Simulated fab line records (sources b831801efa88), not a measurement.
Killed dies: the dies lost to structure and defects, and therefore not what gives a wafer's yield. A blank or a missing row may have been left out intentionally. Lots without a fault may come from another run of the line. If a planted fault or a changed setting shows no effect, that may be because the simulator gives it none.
Matching of chambers / flow gf180mcu / GF_CONTACT_CMP_04 on cmp-02 has 4 sister chambers
The step polishes SiO2. 8 wafers are shown with their chamber, then 8 later ones without.

== WAFERS WITH THEIR CHAMBER ==
wafer=L093.1; chamber=0; motor current A (A)=10.9; time to endpoint s (s)=103
wafer=L093.2; chamber=3; motor current A (A)=10.2; time to endpoint s (s)=96
wafer=L093.5; chamber=2; motor current A (A)=11.9; time to endpoint s (s)=125
wafer=L093.6; chamber=1; motor current A (A)=13.7; time to endpoint s (s)=114
wafer=L095.1; chamber=3; motor current A (A)=10.6; time to endpoint s (s)=109
wafer=L095.2; chamber=1; motor current A (A)=14.0; time to endpoint s (s)=114
wafer=L095.3; chamber=0; motor current A (A)=11.0; time to endpoint s (s)=110
wafer=L095.4; chamber=2; motor current A (A)=12.2; time to endpoint s (s)=123

== WAFERS WITH NO CHAMBER GIVEN ==
wafer=L095.5; motor current A (A)=10.4; time to endpoint s (s)=112
wafer=L095.6; motor current A (A)=11.7; time to endpoint s (s)=128
wafer=L096.1; motor current A (A)=11.2; time to endpoint s (s)=98
wafer=L096.2; motor current A (A)=14.1; time to endpoint s (s)=118
wafer=L096.3; motor current A (A)=10.4; time to endpoint s (s)=107
wafer=L096.4; motor current A (A)=11.8; time to endpoint s (s)=122
wafer=L096.5; motor current A (A)=11.3; time to endpoint s (s)=110
wafer=L096.6; motor current A (A)=10.7; time to endpoint s (s)=114

== EACH ONE'S CHAMBER ==
wafer=L095.5; from the rows above=can't be placed: 3 or 0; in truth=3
wafer=L095.6; from the rows above=2; in truth=2
wafer=L096.1; from the rows above=can't be placed: 0 or 3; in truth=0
wafer=L096.2; from the rows above=1; in truth=1
wafer=L096.3; from the rows above=can't be placed: 3 or 0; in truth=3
wafer=L096.4; from the rows above=2; in truth=2
wafer=L096.5; from the rows above=0; in truth=0
wafer=L096.6; from the rows above=can't be placed: 0 or 3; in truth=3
Correctly placed: 4 of 8. Not placeable from these rows: 4 (in 4, the candidates include the true chamber). Wrongly placed: 0.
How it was worked out, from the rows above alone: a wafer's distance from a chamber is the root of the sum, over the readings, of the square of ((its reading less the chamber's mean) divided by the reading's scatter). The wafer belongs to the nearest chamber; if the next one is less than 2 further off, it can't be placed. The mean given for a chamber averages the wafers shown for that chamber. The scatter: take each reading less its chamber's mean, square it, sum over the shown wafers, divide by the number of wafers less the number of chambers, and take the root.
